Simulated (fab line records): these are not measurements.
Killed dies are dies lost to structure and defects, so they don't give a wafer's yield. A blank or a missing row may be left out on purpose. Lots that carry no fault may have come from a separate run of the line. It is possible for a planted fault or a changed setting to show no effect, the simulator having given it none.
Matching of chambers -- flow sky130 -- SKY_VIA2_ETCH_15 on rie diel-01: 4 sister chambers
The step etches SiO2 in C4F8/O2/Ar, stops on TiN, target depth 546 nm, time 84 s. 4 wafers are shown with their chamber, then 9 later ones without.

== WAFERS PAIRED WITH THEIR CHAMBERS ==
wafer,chamber,oes product au (a.u.)
L085.3,2,0.946
L089.1,0,0.940
L089.2,1,0.934
L089.4,3,0.937

== WAFERS WITHOUT THEIR CHAMBER ==
wafer,oes product au (a.u.)
L090.1,0.937
L090.3,0.937
L090.6,0.940
L095.2,0.938
L095.4,0.942
L095.5,0.942
L096.1,0.937
L096.5,0.935
L096.6,0.938

== EACH ONE'S CHAMBER ==
wafer,from the rows above,in truth
L090.1,3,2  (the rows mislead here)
L090.3,3,3
L090.6,0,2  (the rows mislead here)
L095.2,can't be placed: 3 or 0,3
L095.4,can't be placed: 0 or 2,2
L095.5,can't be placed: 0 or 2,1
L096.1,3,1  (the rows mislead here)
L096.5,can't be placed: 1 or 3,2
L096.6,can't be placed: 3 or 0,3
Placed correctly: 1 of 9. Can't be placed from these rows: 5 (the true chamber is among the candidates in 3). Placed wrongly: 3.
How it was worked out, from the rows above alone: a wafer's distance from a chamber is the root of the sum, over the readings, of the square of ((its reading less the chamber's mean) divided by the reading's scatter). If the next closest chamber is less than 2 further off than the closest, the wafer can't be placed; otherwise it belongs to the closest. For every chamber, the mean is computed from those of its wafers that are shown. The scatter (one wafer shown for each chamber): square how far every hidden wafer sits from the nearest shown wafer, average those squares and take the square root.
